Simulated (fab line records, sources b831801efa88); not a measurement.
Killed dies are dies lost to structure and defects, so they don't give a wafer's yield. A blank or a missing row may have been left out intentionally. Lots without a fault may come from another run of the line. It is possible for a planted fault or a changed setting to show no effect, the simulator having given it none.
Struck lot and sound lot, side by side || flow sky130 || 15 steps out of a route of 708
Sound: these wafers, L455.2, L455.4, L455.6. Struck: wafer L467.6 (L467.2, L467.4, from the same lot, were not struck and are left out); the cause is given at the end.
For every step that has rows: the tool of each side, followed by ch and its chambers, followed by its first start. Under that, the readings that differ: sound wafers || struck wafers || difference of the means || sigmas: that difference in standard deviations of wafers without a fault.
alike: readings with means less than 2 such deviations apart, plus words and numbers identical on both sides. not compared: withheld readings, readings lacking a value on some wafer, bounds such as >300 that could conceal the same value, and numbers that have no deviation in the record and whose values overlap.
A row with sigmas, a row that says differs or no value, or rows on one side alone: a step with any of these is where the two part. Non-overlapping numbers with no deviation appear without sigmas and do not part them. A reading missing from all wafers of one side parts the sides only when that side holds two or more wafers.

first, 4 steps without rows for these wafers: SKY_LI_CONTACT_SOFTBAKE_08 (time 90 s); SKY_LI_CONTACT_EXPOSE_09 (exposes mask LICM1, target cd 170 nm); SKY_LI_CONTACT_PEB_10; SKY_LI_CONTACT_DEVELOP_11 (develop time 60 s).
SKY_LI_CONTACT_CD_MEAS_12: target cd 170 nm.
  sound on cd_sem-01, day 28 23:43; struck on cd_sem-01, day 34 04:55
{"reading": "cd_nm (nm)", "sound": "173.9 172.7 172.7", "struck": 169.8, "difference": -3.3, "sigmas": -2}
SKY_LI_CONTACT_OVL_MEAS_13:
  sound on overlay-01, day 28 23:50; struck on overlay-01, day 34 05:01
  alike: LI_CONTACT_OVL
SKY_LI_CONTACT_ETCH_14: etches BARC in N2/H2, stops on SiO2, time 45.9 s, target depth 60 nm.
  sound on rie_diel-02 ch 1,3, day 28 23:52; struck on rie_diel-04 ch 2, day 34 05:03
  alike: drypump_motor_current_A, oes_product_au, throttle_valve_pct
  not compared: rf_hours_counter_h
SKY_LI_CONTACT_ETCH_15: etches PSG in C4F8/O2/Ar, stops on Si, target depth 600 nm.
  sound on rie_diel-02 ch 1,3, day 28 23:54; struck on rie_diel-04 ch 2, day 34 05:06
  alike: oes_product_au
SKY_LI_CONTACT_STRIP_16: strips in O2/N2.
  sound on plasma_asher-02 ch 0, day 28 23:59; struck on plasma_asher-01 ch 0, day 34 05:11
{"reading": "strip_time_to_endpoint_s (s)", "sound": "3.59 3.56 3.48", "struck": 3.39, "difference": -0.15, "sigmas": -5}
  alike: drypump_motor_current_A, oes_product_au
  not compared: rf_hours_counter_h
then, 2 steps without rows for these wafers: SKY_LI_CONTACT_CLEAN_17 (cleans in NMP, time 600 s); SKY_LI_CONTACT_PRE_CLEAN_18 (time 5.6 s).
SKY_LI_CONTACT_SPUTTER_19: material Ti, target thk 20 nm, time 106.37 s.
  sound on pvd_sputter-02, day 29 00:17; struck on pvd_sputter-02, day 34 05:29
  alike: throttle_valve_pct
SKY_LI_CONTACT_SPUTTER_20: material TiN, target thk 20 nm, time 80 s.
  sound on pvd_sputter-02, day 29 00:22; struck on pvd_sputter-02, day 34 05:33
{"reading": "model.TiN_of_LI_CONTACT_SPUTTER_20.thk_nm (nm)", "sound": "19.94 19.98 19.5", "struck": 16.66, "difference": -3.15, "sigmas": ""}
  alike: throttle_valve_pct
SKY_LI_CONTACT_CVD_21: deposits W, target thk 400 nm, time 120.56 s.
  sound on cvd_w-02 ch 0,1, day 29 00:25; struck on cvd_w-01 ch 0, day 34 05:40
  alike: chamber_pressure_Torr, heater_power_outer_w, heater_power_w
-- a jump in the record: the struck wafers' starts before and after are 15 days apart (it breaks off in module LI_CONTACT and resumes in module PAD_OPEN, where the first step shown is number 708 of the route) --
SKY_PAD_OPEN_PROBE_99:
  sound on prober-02, day 45 14:17; struck on prober-02, day 49 10:10
  alike: killed_at_M0_to_M3, killed_at_M4_up, killed_at_contacts, killed_at_front_end, killed_at_other, killed_dies, killed_open, killed_short

## WHERE THEY PART
Last at SKY_LI_CONTACT_STRIP_16 as far as this record goes, first at SKY_LI_CONTACT_CD_MEAS_12. Later steps at which nothing parts them and some readings are alike: SKY_LI_CONTACT_SPUTTER_19, SKY_LI_CONTACT_SPUTTER_20, SKY_LI_CONTACT_CVD_21, SKY_PAD_OPEN_PROBE_99.

WHY: what had been put in by the simulator
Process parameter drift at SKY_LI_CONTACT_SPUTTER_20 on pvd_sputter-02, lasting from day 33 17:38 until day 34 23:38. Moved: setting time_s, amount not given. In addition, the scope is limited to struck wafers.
